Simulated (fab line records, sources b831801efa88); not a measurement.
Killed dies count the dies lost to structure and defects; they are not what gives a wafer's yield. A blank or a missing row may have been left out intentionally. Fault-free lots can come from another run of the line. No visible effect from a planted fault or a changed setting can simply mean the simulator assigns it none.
A single fault, viewed from 2 desks	flow sky130	what lay behind the numbers comes last; until then each desk has only its own

AT THE METROLOGY DESK
Lot by lot, what the gauges showed, no matter which tool ran the lot: averages of those sampled wafers that carry a number. Any lot whose mean is over 4 standard deviations away from the usual mean is out of limits and marked OUT; that distance is given in the brackets.
Columns: A = FIELD_ISO_CVD_24_THK at SKY_FIELD_ISO_THK_MEAS_25, usual 593 nm; B = DNWELL_TW at SKY_DNWELL_TW_MEAS_09, usual 1121; C = NWELL_RS at SKY_NWELL_RS_MEAS_29, usual 625.0 ohm/sq
lot	first seen here	A	B	C
L747	day 2 08:30	594	1121	626.0
L750	day 3 03:01	583	1125	622.3
L751	day 3 12:45	598	1114	624.3
L755	day 4 08:55	601	1110	624.4
L758	day 5 01:38	594	1129	625.5
L760	day 5 05:49	595	1118	615.1 (-6.2) OUT
L761	day 5 09:53	586	1112	614.9 (-6.3) OUT
L764	day 5 23:17	590	1126	626.1
L765	day 6 06:30	595	1127	626.0
L767	day 6 16:49	596	1112	623.6
L768	day 6 21:50	595	1135	624.6
L769	day 7 04:13	597	1133	623.6
Per this desk, out of limits: L760, L761; the first was L760, day 8 17:11 (NWELL_RS at SKY_NWELL_RS_MEAS_29). Within limits: L747, L750, L751, L755, L758, L764, L765, L767, L768, L769.

THE TOOL OWNER'S DESK: implanter-03
The tool's own readings at SKY_NWELL_IMPLANT_11: means of the sampled wafers that have a number, for each lot that ran on this tool. Any lot whose mean is over 4 standard deviations away from the usual mean is out of limits and marked OUT; that distance is given in the brackets.
Columns: A = doseIonsCm2 at SKY_NWELL_IMPLANT_11, usual 1.8998e+13
lot	first seen here	A
L747	day 4 10:51	1.9021e+13
L750	day 6 03:40	1.8999e+13
L751	day 6 10:49	1.9012e+13
L755	day 7 01:16	1.8977e+13
L760	day 7 19:17	1.9477e+13 (+25) OUT
L761	day 7 22:07	1.9499e+13 (+26) OUT
This desk's verdict: out of limits on L760, L761, starting with L760 at day 7 19:17 (doseIonsCm2 at SKY_NWELL_IMPLANT_11). Within limits: L747, L750, L751, L755.

TAKEN TOGETHER
At day 7 19:17, on L760, L761, the tool owner's desk was in a position to raise an alarm.
At day 8 17:11 the metrology desk could have sounded an alarm, on L760, L761.
SKY_NWELL_IMPLANT_11 was run on implanter-03 by each of the lots named.

WHAT THE SIMULATOR HAD PUT IN
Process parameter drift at SKY_NWELL_IMPLANT_11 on implanter-03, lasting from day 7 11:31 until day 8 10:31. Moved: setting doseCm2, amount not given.
Struck lots among those shown: L760, L761.
Delay (hours) between the fault's onset and each desk's first out-of-limits reading: 8 at the tool owner's desk, 30 at the metrology desk.
